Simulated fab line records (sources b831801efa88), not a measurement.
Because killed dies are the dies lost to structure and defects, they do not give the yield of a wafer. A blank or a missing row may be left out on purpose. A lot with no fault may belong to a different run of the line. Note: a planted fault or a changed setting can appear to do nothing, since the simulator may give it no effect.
What tool caused it? :: flow gf180mcu :: 13 lots, 39 wafers sampled, at 6 steps of a route of 602

== WHAT THE GAUGES READ, wafer by wafer ==
GF_VT_IMPLANT_RS_MEAS_47: measurement is done with a four-point probe.
lot: L237
measured: day 7 13:10
on: film-metro-02
NWELL_RS (ohm/sq): 486.8 487.8 486.7

lot: L238
measured: day 7 18:59
on: film-metro-02
NWELL_RS (ohm/sq): 487.3 487.7 486.9

lot: L239
measured: day 7 22:34
on: film-metro-02
NWELL_RS (ohm/sq): 486.0 486.8 487.1

lot: L240
measured: day 8 10:21
on: film-metro-03
NWELL_RS (ohm/sq): 488.1 488.3 489.8

lot: L241
measured: day 8 16:01
on: film-metro-04
NWELL_RS (ohm/sq): 487.1 487.7 484.8

lot: L244
measured: day 9 09:51
on: film-metro-04
NWELL_RS (ohm/sq): 487.9 487.0 488.5

lot: L246
measured: day 10 02:28
on: film-metro-02
NWELL_RS (ohm/sq): 489.5 487.9 490.4

lot: L251
measured: day 11 11:38
on: film-metro-04
NWELL_RS (ohm/sq): 487.1 488.5 487.0

lot: L254
measured: day 12 07:34
on: film-metro-04
NWELL_RS (ohm/sq): 488.5 489.7 489.0

lot: L255
measured: day 12 12:52
on: film-metro-04
NWELL_RS (ohm/sq): 488.5 487.6 487.3

lot: L257
measured: day 13 06:08
on: film-metro-02
NWELL_RS (ohm/sq): 488.6 488.0 488.9

lot: L259
measured: day 13 17:19
on: film-metro-02
NWELL_RS (ohm/sq): 486.8 487.7 488.2

lot: L260
measured: day 13 22:56
on: film-metro-03
NWELL_RS (ohm/sq): 488.2 487.6 486.7

GF_HV_LDD_TW_MEAS_11.
lot: L237
measured: day 9 23:40
on: film-metro-04
HV_LDD_TW: 2406 2402 2412

lot: L238
measured: day 10 04:22
on: film-metro-02
HV_LDD_TW: 2442 2442 2443

lot: L239
measured: day 10 09:40
on: film-metro-02
HV_LDD_TW: 2445 2448 2436

lot: L240
measured: day 10 20:40
on: film-metro-03
HV_LDD_TW: 2417 2430 2435

lot: L241
measured: day 11 04:49
on: film-metro-03
HV_LDD_TW: 2404 2420 2420

lot: L244
measured: day 12 01:01
on: film-metro-02
HV_LDD_TW: 2423 2427 2421

lot: L246
measured: day 12 16:52
on: film-metro-04
HV_LDD_TW: 2413 2408 2404

lot: L251
measured: day 14 08:13
on: film-metro-03
HV_LDD_TW: 2433 2427 2417

lot: L254
measured: day 15 05:22
on: film-metro-04
HV_LDD_TW: 2454 2461 2448

lot: L255
measured: day 15 12:22
on: film-metro-02
HV_LDD_TW: 2698 2704 2701

lot: L257
measured: day 16 08:05
on: film-metro-02
HV_LDD_TW: 2718 2717 2723

lot: L259
measured: day 16 18:13
on: film-metro-03
HV_LDD_TW: 2421 2433 2437

lot: L260
measured: day 17 01:32
on: film-metro-02
HV_LDD_TW: 2446 2435 2433

GF_HV_LDD_RS_MEAS_53: measurement is done with a four-point probe.
lot: L237
measured: day 12 09:02
on: film-metro-02
HV_LDD_RS (ohm/sq): 417.4 416.9 418.4

lot: L238
measured: day 12 13:01
on: film-metro-02
HV_LDD_RS (ohm/sq): 417.3 417.6 418.5

lot: L239
measured: day 12 20:17
on: film-metro-03
HV_LDD_RS (ohm/sq): 418.3 419.8 419.3

lot: L240
measured: day 13 08:04
on: film-metro-02
HV_LDD_RS (ohm/sq): 418.0 418.1 418.2

lot: L241
measured: day 13 15:56
on: film-metro-03
HV_LDD_RS (ohm/sq): 419.3 420.4 420.5

lot: L244
measured: day 14 15:40
on: film-metro-04
HV_LDD_RS (ohm/sq): 418.4 418.4 417.5

lot: L246
measured: day 15 07:56
on: film-metro-02
HV_LDD_RS (ohm/sq): 418.4 419.0 418.0

lot: L251
measured: day 17 02:57
on: film-metro-03
HV_LDD_RS (ohm/sq): 417.0 416.5 417.2

lot: L254
measured: day 18 01:32
on: film-metro-03
HV_LDD_RS (ohm/sq): 418.7 419.1 418.5

lot: L255
measured: day 18 09:50
on: film-metro-02
HV_LDD_RS (ohm/sq): 341.2 341.6 341.4

lot: L257
measured: day 19 06:58
on: film-metro-03
HV_LDD_RS (ohm/sq): 340.4 340.6 341.1

lot: L259
measured: day 19 17:08
on: film-metro-03
HV_LDD_RS (ohm/sq): 418.7 417.8 418.8

lot: L260
measured: day 20 00:51
on: film-metro-03
HV_LDD_RS (ohm/sq): 419.0 419.7 419.3

GF_V1_THK_MEAS_01.
lot: L237
measured: day 17 00:49
on: film-metro-04
V1_CVD_00_THK (nm): 595 595 593

lot: L238
measured: day 17 07:49
on: film-metro-01
V1_CVD_00_THK (nm): 608 610 611

lot: L239
measured: day 17 15:08
on: film-metro-01
V1_CVD_00_THK (nm): 595 596 600

lot: L240
measured: day 18 04:47
on: film-metro-01
V1_CVD_00_THK (nm): 606 601 600

lot: L241
measured: day 18 12:17
on: film-metro-04
V1_CVD_00_THK (nm): 597 599 603

lot: L244
measured: day 19 17:18
on: film-metro-04
V1_CVD_00_THK (nm): 599 599 605

lot: L246
measured: day 20 12:08
on: film-metro-03
V1_CVD_00_THK (nm): 600 598 593

lot: L251
measured: day 22 08:05
on: film-metro-01
V1_CVD_00_THK (nm): 606 604 596

lot: L254
measured: day 23 07:32
on: film-metro-01
V1_CVD_00_THK (nm): 601 594 598

lot: L255
measured: day 23 15:47
on: film-metro-01
V1_CVD_00_THK (nm): 589 591 591

lot: L257
measured: day 24 12:13
on: film-metro-04
V1_CVD_00_THK (nm): 597 595 598

lot: L259
measured: day 24 22:04
on: film-metro-03
V1_CVD_00_THK (nm): 593 591 595

lot: L260
measured: day 25 02:56
on: film-metro-04
V1_CVD_00_THK (nm): 603 594 599

== TOOL THAT RAN EACH LOT (tool first, then ch and the chambers of the sampled wafers, then the start) ==
lot: L237
GF_HV_LDD_IMPLANT_09: implanter-02 ch 0, day 9 23:25
GF_M1_SPUTTER_01: pvd-sputter-03, day 16 01:39

lot: L238
GF_HV_LDD_IMPLANT_09: implanter-03 ch 0, day 10 04:08
GF_M1_SPUTTER_01: pvd-sputter-01, day 16 07:48

lot: L239
GF_HV_LDD_IMPLANT_09: implanter-03 ch 0, day 10 09:25
GF_M1_SPUTTER_01: pvd-sputter-02, day 16 14:57

lot: L240
GF_HV_LDD_IMPLANT_09: implanter-04 ch 0, day 10 20:26
GF_M1_SPUTTER_01: pvd-sputter-03, day 17 04:21

lot: L241
GF_HV_LDD_IMPLANT_09: implanter-04 ch 0, day 11 04:34
GF_M1_SPUTTER_01: pvd-sputter-03, day 17 12:40

lot: L244
GF_HV_LDD_IMPLANT_09: implanter-04 ch 0, day 12 00:47
GF_M1_SPUTTER_01: pvd-sputter-03, day 18 15:48

lot: L246
GF_HV_LDD_IMPLANT_09: implanter-02 ch 0, day 12 16:37
GF_M1_SPUTTER_01: pvd-sputter-03, day 19 10:43

lot: L251
GF_HV_LDD_IMPLANT_09: implanter-02 ch 0, day 14 07:59
GF_M1_SPUTTER_01: pvd-sputter-03, day 21 07:39

lot: L254
GF_HV_LDD_IMPLANT_09: implanter-03 ch 0, day 15 05:07
GF_M1_SPUTTER_01: pvd-sputter-01, day 22 07:39

lot: L255
GF_HV_LDD_IMPLANT_09: implanter-04 ch 0, day 15 12:07
GF_M1_SPUTTER_01: pvd-sputter-01, day 22 15:42

lot: L257
GF_HV_LDD_IMPLANT_09: implanter-04 ch 0, day 16 07:50
GF_M1_SPUTTER_01: pvd-sputter-01, day 23 12:33

lot: L259
GF_HV_LDD_IMPLANT_09: implanter-02 ch 0, day 16 17:58
GF_M1_SPUTTER_01: pvd-sputter-01, day 23 21:54

lot: L260
GF_HV_LDD_IMPLANT_09: implanter-03 ch 0, day 17 01:20
GF_M1_SPUTTER_01: pvd-sputter-01, day 24 03:55
- GF_HV_LDD_IMPLANT_09
- GF_M1_SPUTTER_01: material TiN, target thk 30 nm, time 25 s.

== WHAT THE TOOLS THEMSELVES READ (means of the sampled wafers that have a number; where no wafer has one, the mark that the record gives instead) ==
GF_HV_LDD_IMPLANT_09.
lot: L237
tool: implanter-02
beam-on-s (s): 9.96
dose-ions-cm2: 1.0015e+14
faraday-current-uA: 565

lot: L238
tool: implanter-03
beam-on-s (s): 10.01
dose-ions-cm2: 9.9990e+13
faraday-current-uA: 562

lot: L239
tool: implanter-03
beam-on-s (s): 10.02
dose-ions-cm2: 1.0006e+14
faraday-current-uA: 562

lot: L240
tool: implanter-04
beam-on-s (s): 9.94
dose-ions-cm2: 9.9930e+13
faraday-current-uA: 567

lot: L241
tool: implanter-04
beam-on-s (s): 9.94
dose-ions-cm2: 9.9953e+13
faraday-current-uA: 567

lot: L244
tool: implanter-04
beam-on-s (s): 9.82
dose-ions-cm2: 9.9930e+13
faraday-current-uA: 575

lot: L246
tool: implanter-02
beam-on-s (s): 9.82
dose-ions-cm2: 1.0016e+14
faraday-current-uA: 574

lot: L251
tool: implanter-02
beam-on-s (s): 10.01
dose-ions-cm2: 1.0004e+14
faraday-current-uA: 563

lot: L254
tool: implanter-03
beam-on-s (s): 10.06
dose-ions-cm2: 1.0001e+14
faraday-current-uA: 561

lot: L255
tool: implanter-04
beam-on-s (s): 9.97
dose-ions-cm2: 1.5340e+14
faraday-current-uA: 865

lot: L257
tool: implanter-04
beam-on-s (s): 9.95
dose-ions-cm2: 1.5354e+14
faraday-current-uA: 870

lot: L259
tool: implanter-02
beam-on-s (s): 9.98
dose-ions-cm2: 9.9960e+13
faraday-current-uA: 567

lot: L260
tool: implanter-03
beam-on-s (s): 9.84
dose-ions-cm2: 1.0011e+14
faraday-current-uA: 571

GF_M1_SPUTTER_01.
lot: L237
tool: pvd-sputter-03
throttle-valve-pct (%): 30.6

lot: L238
tool: pvd-sputter-01
throttle-valve-pct (%): 29.9

lot: L239
tool: pvd-sputter-02
throttle-valve-pct (%): 29.7

lot: L240
tool: pvd-sputter-03
throttle-valve-pct (%): 29.6

lot: L241
tool: pvd-sputter-03
throttle-valve-pct (%): 31.3

lot: L244
tool: pvd-sputter-03
throttle-valve-pct (%): 30.8

lot: L246
tool: pvd-sputter-03
throttle-valve-pct (%): 29.1

lot: L251
tool: pvd-sputter-03
throttle-valve-pct (%): 30.4

lot: L254
tool: pvd-sputter-01
throttle-valve-pct (%): 30.6

lot: L255
tool: pvd-sputter-01
throttle-valve-pct (%): 30.5

lot: L257
tool: pvd-sputter-01
throttle-valve-pct (%): 30.2

lot: L259
tool: pvd-sputter-01
throttle-valve-pct (%): 30.7

lot: L260
tool: pvd-sputter-01
throttle-valve-pct (%): 30.0

== THE ANSWER, worked out from the rows above alone ==
Rule: usual is defined by the lots themselves. The widest of any qualifying gaps counts: lots, ordered by their means at a reading, are off when they make up no more than a third of the lots, leave a main group of 4 or more, and stand apart from it by 3 or more times the standard deviation of that group's means. A main group whose means are all the same, to the digits that the tables above print for the reading, isn't used. Also off: a lot with no number at a reading for which 4 or more lots have one. The other lots that the step has rows for count as sound. The gauges are gone through in route order, then the tools' own readings, and for those a lot's mean is taken as printed above. At the first step where some lot is off, the reading lying furthest off is the one used; lots without a number count as furthest.
Off: at GF_HV_LDD_TW_MEAS_11 (HV_LDD_TW), L255, L257. The main group has a mean of 2429 with a standard deviation of 14.
A tool fits if, at a process step before that reading, it ran every lot that is off, and no sound lot after the first of them. The gauges at GF_HV_LDD_TW_MEAS_11 aren't tried: what is off there is off at GF_HV_LDD_IMPLANT_09 too, on other tools, and a gauge's error can't cause that. One fits: GF_HV_LDD_IMPLANT_09 on implanter-04. A fault onset in the window from L244 (day 12 00:47, its last sound lot) to L255 (day 15 12:07, its first lot off) fits.
The tool's own readings at GF_HV_LDD_IMPLANT_09 bear it out: on the lots that are off they differ by more than 5 times the standard deviation of the sound lots' means. dose-ions-cm2 reads 1.5347e+14 there against 1.0003e+14 on the sound lots; faraday-current-uA reads 868 there against 567 on the sound lots.

== WHAT WAS PUT IN BY THE SIMULATOR ==
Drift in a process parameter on implanter-04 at GF_HV_LDD_IMPLANT_09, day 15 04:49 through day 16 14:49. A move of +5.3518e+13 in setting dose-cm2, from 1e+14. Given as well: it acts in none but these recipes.
Lots struck among those shown: L255, L257. Same finding as the rule above.
